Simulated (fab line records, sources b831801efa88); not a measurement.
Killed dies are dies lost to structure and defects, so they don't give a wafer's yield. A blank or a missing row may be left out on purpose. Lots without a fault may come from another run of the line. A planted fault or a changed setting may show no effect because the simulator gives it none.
One fault seen from 2 desks | flow sky130 | each desk has only its own numbers; what lay behind them comes last

THE METROLOGY DESK
What the gauges read, lot by lot, whatever tool the lot ran on: means of the sampled wafers that have a number. A lot is out of limits, marked OUT, if its mean lies more than 4 standard deviations from the usual mean; the brackets give that distance.
Columns: A = GATE_OXIDE_OXIDATION_00_THK at SKY_GATE_OXIDE_THK_MEAS_02, usual 10.37 nm; B = METAL1_ALCU_RS at SKY_METAL1_RS_MEAS_05, usual 0.1268 ohm/sq
lot  | first seen here | A                | B
L974 | day 12 16:50    | 10.35            | 0.1301
L975 | day 12 22:19    | 10.58            | 0.1281
L976 | day 13 12:55    | 10.12            | 0.1261
L981 | day 15 11:04    | 11.63 (+6.6) OUT | 0.1276
L982 | day 15 14:01    | 11.24 (+4.6) OUT | 0.1262
L984 | day 16 03:38    | 11.16 (+4.2) OUT | 0.1259
L985 | day 16 13:11    | 10.24            | 0.1255
L991 | day 18 12:38    | 10.23            | 0.1268
L993 | day 19 06:43    | 10.48            | 0.1244
L994 | day 19 18:43    | 10.49            | 0.1280
L995 | day 20 00:19    | 10.44            | 0.1273
L996 | day 20 09:41    | 10.30            | 0.1271
This desk's finding: out of limits on L981, L982, L984; first on L981, day 15 11:04 (GATE_OXIDE_OXIDATION_00_THK at SKY_GATE_OXIDE_THK_MEAS_02). In limits: L974, L975, L976, L985, L991, L993, L994, L995, L996.

THE TOOL OWNER'S DESK: furnace-02
The tool's own readings at SKY_GATE_OXIDE_OXIDATION_01 (stabilise 600 s, purge 300 s, target thk 10.268 nm): means of the sampled wafers that have a number, for each lot that ran on this tool. A lot is out of limits, marked OUT, if its mean lies more than 4 standard deviations from the usual mean; the brackets give that distance. Of its 8 readings 7 are shown: the one that was out of limits first, and those that lie furthest out on some lot.
Columns: A = spike_tc_bottom_C at SKY_GATE_OXIDE_OXIDATION_01, usual 917.1 C; B = spike_tc_centre_C at SKY_GATE_OXIDE_OXIDATION_01, usual 900.4 C; C = spike_tc_lower_C at SKY_GATE_OXIDE_OXIDATION_01, usual 899.9 C; D = spike_tc_top_C at SKY_GATE_OXIDE_OXIDATION_01, usual 913.0 C; E = spike_tc_upper_C at SKY_GATE_OXIDE_OXIDATION_01, usual 899.7 C; F = tube_center_temp_C at SKY_GATE_OXIDE_OXIDATION_01, usual 900 C; G = tube_center_temp_C_max at SKY_GATE_OXIDE_OXIDATION_01, usual 902.3
lot  | first seen here | A                | B                | C                | D                | E     | F             | G
L974 | day 12 15:26    | 916.7            | 900.5            | 898.5            | 912.8            | 901.2 | 900           | 902.6
L975 | day 12 20:55    | 916.8            | 901.3            | 899.7            | 914.0            | 902.0 | 900           | 902.5
L981 | day 15 09:40    | 923.4 (+6.6) OUT | 906.4 (+5.5) OUT | 906.3 (+5.8) OUT | 919.4 (+5.8) OUT | 907.2 | 906 (+72) OUT | 907.6 (+14) OUT
L982 | day 15 12:35    | 923.1 (+6.3) OUT | 905.8 (+4.9) OUT | 905.5 (+5.1) OUT | 918.9 (+5.4) OUT | 906.2 | 905 (+70) OUT | 907.6 (+14) OUT
L984 | day 16 02:14    | 922.4 (+5.6) OUT | 906.9 (+5.9) OUT | 906.0 (+5.5) OUT | 919.6 (+6.0) OUT | 906.9 | 906 (+72) OUT | 908.0 (+15) OUT
L993 | day 19 05:17    | 918.0            | 900.6            | 899.6            | 913.5            | 901.8 | 900           | 902.1
L994 | day 19 17:18    | 917.1            | 900.4            | 900.2            | 913.3            | 901.1 | 900           | 902.3
L995 | day 19 22:55    | 917.9            | 900.4            | 899.0            | 912.1            | 901.2 | 900           | 902.5
This desk's finding: out of limits on L981, L982, L984; first on L981, day 15 09:40 (spike_tc_bottom_C at SKY_GATE_OXIDE_OXIDATION_01). In limits: L974, L975, L993, L994, L995.

PUT TOGETHER
The tool owner's desk could have raised an alarm at day 15 09:40, on L981, L982, L984.
The metrology desk could have raised an alarm at day 15 11:04, on L981, L982, L984.
Of the lots named, all ran SKY_GATE_OXIDE_OXIDATION_01 on furnace-02.

WHAT THE SIMULATOR HAD PUT IN
Process parameter drift: furnace-02, from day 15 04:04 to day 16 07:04, at SKY_GATE_OXIDE_OXIDATION_01. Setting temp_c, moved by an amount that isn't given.
Lots struck among those shown: L981, L982, L984.
Hours from the fault's start to each desk's first reading out of limits: the tool owner's desk, 6; the metrology desk, 7.
